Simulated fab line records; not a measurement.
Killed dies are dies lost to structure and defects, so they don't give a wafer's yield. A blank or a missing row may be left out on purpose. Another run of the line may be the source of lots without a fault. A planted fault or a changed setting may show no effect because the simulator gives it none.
Which of the tools did it? :: flow sky130 :: 30 wafers from 10 lots sampled at 2 of the route's 708 steps

WHAT THE GAUGES SHOWED, per wafer
SKY_POLY_GATE_THK_MEAS_01.
lot: L185
measured: day 16 00:05
on: filmMetro-03
POLY_GATE_CVD_00_THK (nm): 180.3 181.4 180.6

lot: L186
measured: day 16 10:26
on: filmMetro-01
POLY_GATE_CVD_00_THK (nm): 181.4 179.5 180.0

lot: L188
measured: day 16 22:01
on: filmMetro-03
POLY_GATE_CVD_00_THK (nm): 181.1 181.3 180.3

lot: L189
measured: day 17 16:47
on: filmMetro-01
POLY_GATE_CVD_00_THK (nm): 178.6 179.1 180.3

lot: L190
measured: day 17 16:47
on: filmMetro-03
POLY_GATE_CVD_00_THK (nm): 179.9 180.6 181.3

lot: L191
measured: day 18 03:07
on: filmMetro-01
POLY_GATE_CVD_00_THK (nm): 118.3 117.5 118.5

lot: L192
measured: day 18 10:59
on: filmMetro-01
POLY_GATE_CVD_00_THK (nm): 116.7 117.7 116.9

lot: L200
measured: day 21 08:17
on: filmMetro-01
POLY_GATE_CVD_00_THK (nm): 183.4 181.7 180.2

lot: L201
measured: day 21 18:42
on: filmMetro-01
POLY_GATE_CVD_00_THK (nm): 181.6 182.2 181.3

lot: L202
measured: day 21 23:18
on: filmMetro-04
POLY_GATE_CVD_00_THK (nm): 181.6 182.4 180.7

WHICH TOOL RAN EACH LOT (tool, then ch and the chambers of the sampled wafers, then the start)
lot: L185
SKY_POLY_GATE_CVD_00: lpcvd-01 ch 0, day 15 22:53

lot: L186
SKY_POLY_GATE_CVD_00: lpcvd-01 ch 1, day 16 09:12

lot: L188
SKY_POLY_GATE_CVD_00: lpcvd-01 ch 0, day 16 20:49

lot: L189
SKY_POLY_GATE_CVD_00: lpcvd-01 ch 1, day 17 15:35

lot: L190
SKY_POLY_GATE_CVD_00: lpcvd-01 ch 1, day 17 15:35

lot: L191
SKY_POLY_GATE_CVD_00: lpcvd-01 ch 0, day 18 01:55

lot: L192
SKY_POLY_GATE_CVD_00: lpcvd-01 ch 1, day 18 09:11

lot: L200
SKY_POLY_GATE_CVD_00: lpcvd-01 ch 0, day 21 07:04

lot: L201
SKY_POLY_GATE_CVD_00: lpcvd-01 ch 0, day 21 17:29

lot: L202
SKY_POLY_GATE_CVD_00: lpcvd-01 ch 1, day 21 22:06
- SKY_POLY_GATE_CVD_00: deposits poly-Si, target thk 180 nm, time 720 s.

AS READ BY THE TOOLS THEMSELVES (means over the sampled wafers that have a number; for cases with no such wafer, the mark the record gives instead)
SKY_POLY_GATE_CVD_00.
lot: L185
tool: lpcvd-01
spikeTcBottomC (C): 639.9
spikeTcCentreC (C): 620.4
spikeTcLowerC (C): 619.9
spikeTcTopC (C): 633.2
spikeTcUpperC (C): 617.6
susceptorTempC (C): 620.28
zonePowerLowerPct (%): 8.71

lot: L186
tool: lpcvd-01
spikeTcBottomC (C): 641.5
spikeTcCentreC (C): 619.7
spikeTcLowerC (C): 622.7
spikeTcTopC (C): 636.7
spikeTcUpperC (C): 621.7
susceptorTempC (C): 620.15
zonePowerLowerPct (%): 8.42

lot: L188
tool: lpcvd-01
spikeTcBottomC (C): 639.4
spikeTcCentreC (C): 621.2
spikeTcLowerC (C): 619.8
spikeTcTopC (C): 634.2
spikeTcUpperC (C): 619.2
susceptorTempC (C): 619.90
zonePowerLowerPct (%): 8.88

lot: L189
tool: lpcvd-01
spikeTcBottomC (C): 642.9
spikeTcCentreC (C): 619.4
spikeTcLowerC (C): 622.3
spikeTcTopC (C): 637.6
spikeTcUpperC (C): 621.7
susceptorTempC (C): 620.06
zonePowerLowerPct (%): 8.50

lot: L190
tool: lpcvd-01
spikeTcBottomC (C): 642.7
spikeTcCentreC (C): 620.2
spikeTcLowerC (C): 622.2
spikeTcTopC (C): 637.0
spikeTcUpperC (C): 621.4
susceptorTempC (C): 619.81
zonePowerLowerPct (%): 8.36

lot: L191
tool: lpcvd-01
spikeTcBottomC (C): 621.3
spikeTcCentreC (C): 602.0
spikeTcLowerC (C): 602.3
spikeTcTopC (C): 616.3
spikeTcUpperC (C): 599.6
susceptorTempC (C): 601.64
zonePowerLowerPct (%): 8.21

lot: L192
tool: lpcvd-01
spikeTcBottomC (C): 623.4
spikeTcCentreC (C): 601.6
spikeTcLowerC (C): 603.0
spikeTcTopC (C): 619.5
spikeTcUpperC (C): 603.3
susceptorTempC (C): 601.46
zonePowerLowerPct (%): 7.93

lot: L200
tool: lpcvd-01
spikeTcBottomC (C): 639.5
spikeTcCentreC (C): 619.9
spikeTcLowerC (C): 619.6
spikeTcTopC (C): 634.7
spikeTcUpperC (C): 618.5
susceptorTempC (C): 620.29
zonePowerLowerPct (%): 8.71

lot: L201
tool: lpcvd-01
spikeTcBottomC (C): 639.5
spikeTcCentreC (C): 620.5
spikeTcLowerC (C): 619.6
spikeTcTopC (C): 633.8
spikeTcUpperC (C): 619.2
susceptorTempC (C): 619.77
zonePowerLowerPct (%): 8.76

lot: L202
tool: lpcvd-01
spikeTcBottomC (C): 641.8
spikeTcCentreC (C): 620.6
spikeTcLowerC (C): 622.7
spikeTcTopC (C): 635.9
spikeTcUpperC (C): 620.2
susceptorTempC (C): 619.98
zonePowerLowerPct (%): 8.43

THE ANSWER, worked out from the rows above alone
Rule: the lots themselves supply what counts as usual. The widest of any qualifying gaps counts: lots, ordered by their means at a reading, are off when they make up no more than a third of the lots, leave a main group of 4 or more, and stand apart from it by 3 or more times the standard deviation of that group's means. A main group whose means are all the same, to the digits that the tables above print for the reading, isn't used. Also off: a lot with no number at a reading for which 4 or more lots have one. Where the step has rows for the other lots, those lots are counted as sound. Order of review: gauges by route order, followed by the tools' own readings, for which a lot's mean as printed above is used. At the first step where some lot is off, the reading lying furthest off is the one used; lots without a number count as furthest.
Off: at SKY_POLY_GATE_THK_MEAS_01 (POLY_GATE_CVD_00_THK), L191, L192. Main group: mean 180.9 nm, sd 0.77.
A tool fits if, at a process step before that reading, it ran every lot that is off, and no sound lot after the first of them. Not tried: the gauges at SKY_POLY_GATE_THK_MEAS_01; whatever is off there is also off at SKY_POLY_GATE_CVD_00, on other tools, and gauge error can't account for it. No candidate that was tried fits.

WHAT HAD BEEN PUT IN BY THE SIMULATOR
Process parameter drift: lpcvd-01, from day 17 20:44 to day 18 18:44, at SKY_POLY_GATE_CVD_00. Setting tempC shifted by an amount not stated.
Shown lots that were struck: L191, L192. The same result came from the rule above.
